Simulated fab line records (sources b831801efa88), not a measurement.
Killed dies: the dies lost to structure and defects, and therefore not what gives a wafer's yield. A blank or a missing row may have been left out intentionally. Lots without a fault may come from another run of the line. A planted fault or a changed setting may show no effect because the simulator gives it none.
What tool caused it? :: flow sky130 :: Sampling: 13 lots, 39 wafers, 5 of 708 route steps

== WHAT THE GAUGES READ, wafer by wafer ==
SKY_SONOS_ONO_CD_MEAS_13: the cd target is 410 nm. Usual: cd-nm at 410.1 nm, with a standard deviation of 2.4.
lot: L295
measured: day 12 20:32
on: cd-sem-02
cd-nm (nm): 406.8 409.1 409.7
flag: 

lot: L296
measured: day 13 05:13
on: cd-sem-01
cd-nm (nm): 411.7 411.5 412.8
flag: 

lot: L297
measured: day 13 12:59
on: cd-sem-02
cd-nm (nm): 413.7 411.0 413.9
flag: 

lot: L298
measured: day 13 16:31
on: cd-sem-01
cd-nm (nm): 410.0 409.0 408.6
flag: 

lot: L303
measured: day 16 12:29
on: cd-sem-01
cd-nm (nm): 410.0 409.3 409.7
flag: 

lot: L305
measured: day 16 22:52
on: cd-sem-01
cd-nm (nm): 408.3 406.9 407.3
flag: 

lot: L304
measured: day 16 23:02
on: cd-sem-02
cd-nm (nm): 386.4 385.3 385.2
flag: OFF

lot: L307
measured: day 18 00:49
on: cd-sem-02
cd-nm (nm): 389.1 387.1 386.6
flag: OFF

lot: L311
measured: day 18 22:52
on: cd-sem-01
cd-nm (nm): 408.5 407.4 406.4
flag: 

lot: L312
measured: day 18 23:45
on: cd-sem-02
cd-nm (nm): 412.7 414.6 415.1
flag: 

lot: L313
measured: day 19 04:34
on: cd-sem-02
cd-nm (nm): 408.6 410.0 408.5
flag: 

lot: L315
measured: day 19 20:48
on: cd-sem-01
cd-nm (nm): 408.1 410.8 413.0
flag: 

lot: L316
measured: day 20 06:42
on: cd-sem-02
cd-nm (nm): 409.0 408.5 406.9
flag: 

SKY_SD_N_TW_MEAS_12. Usual: for SD_N_TW the level is 4007 and the standard deviation is 33.
lot: L295
measured: day 28 08:28
on: film-metro-01
SD_N_TW: 3997 3978 3994
flag: 

lot: L296
measured: day 28 14:58
on: film-metro-03
SD_N_TW: 4042 4043 4042
flag: 

lot: L297
measured: day 28 19:50
on: film-metro-03
SD_N_TW: 4064 4050 4035
flag: 

lot: L298
measured: day 29 00:35
on: film-metro-03
SD_N_TW: 4060 4049 4062
flag: 

lot: L303
measured: day 31 19:20
on: film-metro-04
SD_N_TW: 3989 3985 3984
flag: 

lot: L305
measured: day 32 01:12
on: film-metro-04
SD_N_TW: 3962 3990 3966
flag: 

lot: L304
measured: day 32 02:44
on: film-metro-01
SD_N_TW: 3949 3949 3948
flag: 

lot: L307
measured: day 33 03:42
on: film-metro-01
SD_N_TW: 3960 3977 3970
flag: 

lot: L311
measured: day 34 02:10
on: film-metro-03
SD_N_TW: 4011 4013 4022
flag: 

lot: L312
measured: day 34 03:18
on: film-metro-03
SD_N_TW: 4038 4032 4022
flag: 

lot: L313
measured: day 34 05:48
on: film-metro-03
SD_N_TW: 4018 4017 4028
flag: 

lot: L315
measured: day 34 18:08
on: film-metro-03
SD_N_TW: 4063 4056 4041
flag: 

lot: L316
measured: day 35 03:36
on: film-metro-01
SD_N_TW: 3976 3971 3998
flag: 

SKY_LI_CONTACT_RS_MEAS_22: uses a four-point probe to measure. Usual: for LI_CONTACT_W_RS the level is 0.2864 ohm/sq and the standard deviation is 0.0029.
lot: L295
measured: day 29 13:50
on: film-metro-04
LI_CONTACT_W_RS (ohm/sq): 0.2826 0.2830 0.2818
flag: 

lot: L296
measured: day 29 19:58
on: film-metro-04
LI_CONTACT_W_RS (ohm/sq): 0.2866 0.2911 0.2862
flag: 

lot: L297
measured: day 30 01:24
on: film-metro-01
LI_CONTACT_W_RS (ohm/sq): 0.2805 0.2808 0.2818
flag: 

lot: L298
measured: day 30 05:17
on: film-metro-01
LI_CONTACT_W_RS (ohm/sq): 0.2854 0.2846 0.2821
flag: 

lot: L303
measured: day 33 00:46
on: film-metro-01
LI_CONTACT_W_RS (ohm/sq): 0.2848 0.2871 0.2852
flag: 

lot: L305
measured: day 33 05:58
on: film-metro-01
LI_CONTACT_W_RS (ohm/sq): 0.2921 0.2912 0.2877
flag: 

lot: L304
measured: day 33 07:04
on: film-metro-04
LI_CONTACT_W_RS (ohm/sq): 0.2891 0.2864 0.2892
flag: 

lot: L307
measured: day 34 08:34
on: film-metro-03
LI_CONTACT_W_RS (ohm/sq): 0.2819 0.2846 0.2813
flag: 

lot: L311
measured: day 35 07:08
on: film-metro-01
LI_CONTACT_W_RS (ohm/sq): 0.2846 0.2870 0.2856
flag: 

lot: L312
measured: day 35 07:52
on: film-metro-03
LI_CONTACT_W_RS (ohm/sq): 0.2875 0.2890 0.2901
flag: 

lot: L313
measured: day 35 10:10
on: film-metro-01
LI_CONTACT_W_RS (ohm/sq): 0.2849 0.2882 0.2829
flag: 

lot: L315
measured: day 35 21:53
on: film-metro-03
LI_CONTACT_W_RS (ohm/sq): 0.2877 0.2830 0.2854
flag: 

lot: L316
measured: day 36 06:46
on: film-metro-03
LI_CONTACT_W_RS (ohm/sq): 0.2885 0.2892 0.2927
flag: 

== WHICH TOOL RAN EACH LOT (tool, then ch and the chambers of the sampled wafers, then the start) ==
lot: L295
SKY_SONOS_ONO_DEVELOP_12: litho-track-04 ch 0, day 12 20:24
SKY_LI_CONTACT_SPUTTER_20: pvd-sputter-04, day 29 13:37

lot: L296
SKY_SONOS_ONO_DEVELOP_12: litho-track-01 ch 0, day 13 05:04
SKY_LI_CONTACT_SPUTTER_20: pvd-sputter-03, day 29 19:39

lot: L297
SKY_SONOS_ONO_DEVELOP_12: litho-track-02 ch 0, day 13 12:50
SKY_LI_CONTACT_SPUTTER_20: pvd-sputter-04, day 30 01:05

lot: L298
SKY_SONOS_ONO_DEVELOP_12: litho-track-01 ch 0, day 13 16:22
SKY_LI_CONTACT_SPUTTER_20: pvd-sputter-03, day 30 05:06

lot: L303
SKY_SONOS_ONO_DEVELOP_12: litho-track-01 ch 0, day 16 12:20
SKY_LI_CONTACT_SPUTTER_20: pvd-sputter-02, day 33 00:31

lot: L305
SKY_SONOS_ONO_DEVELOP_12: litho-track-02 ch 0, day 16 22:43
SKY_LI_CONTACT_SPUTTER_20: pvd-sputter-04, day 33 05:46

lot: L304
SKY_SONOS_ONO_DEVELOP_12: litho-track-01 ch 0, day 16 22:53
SKY_LI_CONTACT_SPUTTER_20: pvd-sputter-02, day 33 06:51

lot: L307
SKY_SONOS_ONO_DEVELOP_12: litho-track-01 ch 0, day 18 00:40
SKY_LI_CONTACT_SPUTTER_20: pvd-sputter-03, day 34 08:22

lot: L311
SKY_SONOS_ONO_DEVELOP_12: litho-track-04 ch 0, day 18 22:43
SKY_LI_CONTACT_SPUTTER_20: pvd-sputter-03, day 35 06:55

lot: L312
SKY_SONOS_ONO_DEVELOP_12: litho-track-02 ch 0, day 18 23:37
SKY_LI_CONTACT_SPUTTER_20: pvd-sputter-02, day 35 07:37

lot: L313
SKY_SONOS_ONO_DEVELOP_12: litho-track-02 ch 0, day 19 04:25
SKY_LI_CONTACT_SPUTTER_20: pvd-sputter-02, day 35 09:58

lot: L315
SKY_SONOS_ONO_DEVELOP_12: litho-track-04 ch 0, day 19 20:39
SKY_LI_CONTACT_SPUTTER_20: pvd-sputter-03, day 35 21:42

lot: L316
SKY_SONOS_ONO_DEVELOP_12: litho-track-04 ch 0, day 20 06:33
SKY_LI_CONTACT_SPUTTER_20: pvd-sputter-04, day 36 06:34
- SKY_SONOS_ONO_DEVELOP_12: develop time 60 s.
- SKY_LI_CONTACT_SPUTTER_20: material TiN, target thk 20 nm, time 80 s.

== AS READ BY THE TOOLS THEMSELVES (means over the sampled wafers that have a number; for cases with no such wafer, the mark the record gives instead) ==
SKY_LI_CONTACT_SPUTTER_20. Usual: throttle-valve-pct at 30.0 %, with a standard deviation of 0.95.
lot: L295
tool: pvd-sputter-04
throttle-valve-pct (%): 30.0
flag: 

lot: L296
tool: pvd-sputter-03
throttle-valve-pct (%): 29.3
flag: 

lot: L297
tool: pvd-sputter-04
throttle-valve-pct (%): 30.2
flag: 

lot: L298
tool: pvd-sputter-03
throttle-valve-pct (%): 30.3
flag: 

lot: L303
tool: pvd-sputter-02
throttle-valve-pct (%): 29.2
flag: 

lot: L305
tool: pvd-sputter-04
throttle-valve-pct (%): 30.2
flag: 

lot: L304
tool: pvd-sputter-02
throttle-valve-pct (%): 30.3
flag: 

lot: L307
tool: pvd-sputter-03
throttle-valve-pct (%): 29.8
flag: 

lot: L311
tool: pvd-sputter-03
throttle-valve-pct (%): 29.9
flag: 

lot: L312
tool: pvd-sputter-02
throttle-valve-pct (%): 30.9
flag: 

lot: L313
tool: pvd-sputter-02
throttle-valve-pct (%): 29.5
flag: 

lot: L315
tool: pvd-sputter-03
throttle-valve-pct (%): 29.5
flag: 

lot: L316
tool: pvd-sputter-04
throttle-valve-pct (%): 30.4
flag: 

== THE ANSWER, worked out from the rows above alone ==
Rule: take the mean of a lot's wafers that have a number; if it is more than 3 standard deviations from the usual mean, the lot is off. Also off: a lot with no number at a reading for which 4 or more lots have one. Where the step has rows for the other lots, those lots are counted as sound. After the gauges, taken in route order, come the tools' own readings; for these a lot's mean is taken, as printed above. At the first step where some lot is off, the reading lying furthest off is the one used; lots without a number count as furthest.
Off, at SKY_SONOS_ONO_CD_MEAS_13 on cd-nm: L304, L307.
A tool fits if, at a process step before that reading, it ran every lot that is off, and no sound lot after the first of them. Those tools and the gauges at SKY_SONOS_ONO_CD_MEAS_13 are tried in the same way. One fits: SKY_SONOS_ONO_DEVELOP_12 on litho-track-01. A fault onset in the window from L303 (day 16 12:20, its last sound lot) to L304 (day 16 22:53, its first lot off) fits.

== WHAT THE SIMULATOR PUT IN ==
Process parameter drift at SKY_SONOS_ONO_DEVELOP_12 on litho-track-01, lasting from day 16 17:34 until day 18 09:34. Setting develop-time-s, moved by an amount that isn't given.
Lots struck among those shown: L304, L307. The rule given above showed the same thing.
